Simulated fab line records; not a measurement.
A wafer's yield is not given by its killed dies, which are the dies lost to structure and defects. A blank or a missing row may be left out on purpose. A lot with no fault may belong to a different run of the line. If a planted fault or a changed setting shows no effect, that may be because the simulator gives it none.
A struck lot beside a sound one :: flow sky130 :: 17 out of 708 route steps
Sound: the wafers L438.2, L438.3, L438.5. Struck: wafer L449.2 (left out: L449.3, L449.6 of the same lot, which were not struck); the cause appears at the end.
Order at every step that has rows: each side's tool, ch and its chambers, its first start. Under that, the readings that differ: sound wafers :: struck wafers :: difference of the means :: sigmas: that difference in standard deviations of wafers without a fault.
alike: same words and numbers on both sides, and readings whose means sit less than 2 such deviations apart. not compared: any withheld reading, any reading some wafer has no value for, any bound like >300 that may hide the same value, and any number with overlapping values for which the record gives no deviation.
The two part at a step that has a row with sigmas, a row that says differs or no value, or rows on one side only. Numbers that don't overlap but have no deviation are shown without sigmas and don't part them. A reading that every wafer of one side lacks parts them only if that side has two wafers or more.

SKY_LOCAL_INTERCONNECT_RS_MEAS_01: measurement is done with a four-point probe.
  struck on film_metro-04, day 34 05:33; sound on film_metro-03, day 30 14:20
  alike: LOCAL_INTERCONNECT_TIN_RS
SKY_LOCAL_INTERCONNECT_THK_MEAS_02: measures by xrf.
  struck on film_metro-04, day 34 05:40; sound on film_metro-03, day 30 14:26
  alike: LOCAL_INTERCONNECT_TIN_THK
then, 8 steps without rows for these wafers: SKY_LOCAL_INTERCONNECT_DEHYDRATE_03 (time 60 s); SKY_LOCAL_INTERCONNECT_HMDS_04 (prime time 60 s); SKY_LOCAL_INTERCONNECT_COAT_05 (resist thk 60 nm); SKY_LOCAL_INTERCONNECT_COAT_06 (resist thk 450 nm); SKY_LOCAL_INTERCONNECT_SOFTBAKE_07 (time 90 s); SKY_LOCAL_INTERCONNECT_EXPOSE_08 (exposes mask LI1M, target cd 170 nm); SKY_LOCAL_INTERCONNECT_PEB_09; SKY_LOCAL_INTERCONNECT_DEVELOP_10 (develop time 60 s).
SKY_LOCAL_INTERCONNECT_CD_MEAS_11: target cd 170 nm.
  struck on cd_sem-02, day 35 08:34; sound on cd_sem-02, day 31 18:13
  alike: cd_nm
SKY_LOCAL_INTERCONNECT_OVL_MEAS_12:
  struck on overlay-02, day 35 08:40; sound on overlay-02, day 31 18:19
  alike: LOCAL_INTERCONNECT_OVL
SKY_LOCAL_INTERCONNECT_ETCH_13: etches BARC in N2/H2, stops on SiO2, time 45.9 s, target depth 60 nm.
  sound on rie_metal-04 ch 0,1, day 31 18:21; struck on rie_metal-04 ch 1, day 35 08:41
reading: rf_fwd_power_W (W)
sound: 493.3 498.6 494.0
struck: 577.0
difference: +81.7
sigmas: +33

reading: model.KrF-thick_of_LOCAL_INTERCONNECT_COAT_06.thk_nm (nm)
sound: 392.6 391.7 393
struck: 386.1
difference: -6.3
sigmas: 

reading: model.SiO2_of_SONOS_ONO_CVD_04.thk_nm (nm)
sound: 4.268 4.263 4.218
struck: 3.884
difference: -0.366
sigmas: 
  alike: drypump_motor_current_A, oes_product_au, throttle_valve_pct
  not compared: rf_hours_counter_h
SKY_LOCAL_INTERCONNECT_METAL_ETCH_14: etches TiN in Cl2/BCl3, stops on PSG, target depth 110 nm, time 31.4 s.
  sound on rie_metal-04 ch 0,1, day 31 18:25; struck on rie_metal-04 ch 1, day 35 08:46
reading: model.KrF-thick_of_LOCAL_INTERCONNECT_COAT_06.thk_nm (nm)
sound: 348.9 348.7 349.4
struck: 342.8
difference: -6.2
sigmas: 
  alike: drypump_motor_current_A, oes_product_au, rf_fwd_power_W, throttle_valve_pct
  not compared: rf_hours_counter_h
SKY_LOCAL_INTERCONNECT_STRIP_15: strips in O2/N2.
  sound on plasma_asher-03 ch 0,1, day 31 18:28; struck on plasma_asher-02 ch 1, day 35 08:49
reading: oes_product_au (a.u.)
sound: 0.424 0.423 0.432
struck: 0.417
difference: -0.009
sigmas: -2

reading: strip_time_to_endpoint_s (s)
sound: 4.748 4.725 4.712
struck: 4.648
difference: -0.080
sigmas: -4
  alike: drypump_motor_current_A
  not compared: rf_hours_counter_h
then, 1 step without rows for these wafers: SKY_LOCAL_INTERCONNECT_STRIP_16 (strips in post etch residue remover, time 1200 s).
-- a jump in the record: the struck wafers' starts before and after are 14 days apart (it breaks off in module LOCAL_INTERCONNECT and resumes in module PAD_OPEN, where the first step shown is number 708 of the route) --
SKY_PAD_OPEN_PROBE_99:
  struck on prober-02, day 49 09:37; sound on prober-02, day 46 19:04
reading: killed_at_contacts
sound: 33 22 29
struck: 16
difference: -12
sigmas: -2
  alike: killed_at_M0_to_M3, killed_at_M4_up, killed_at_front_end, killed_at_other, killed_dies, killed_open, killed_short

## WHERE THEY PART
Earliest at SKY_LOCAL_INTERCONNECT_ETCH_13; latest, in this record, at SKY_PAD_OPEN_PROBE_99.

WHY: whatever the simulator had introduced
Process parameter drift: rie_metal-04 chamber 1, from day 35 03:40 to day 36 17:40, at SKY_LOCAL_INTERCONNECT_ETCH_13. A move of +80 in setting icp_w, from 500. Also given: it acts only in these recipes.
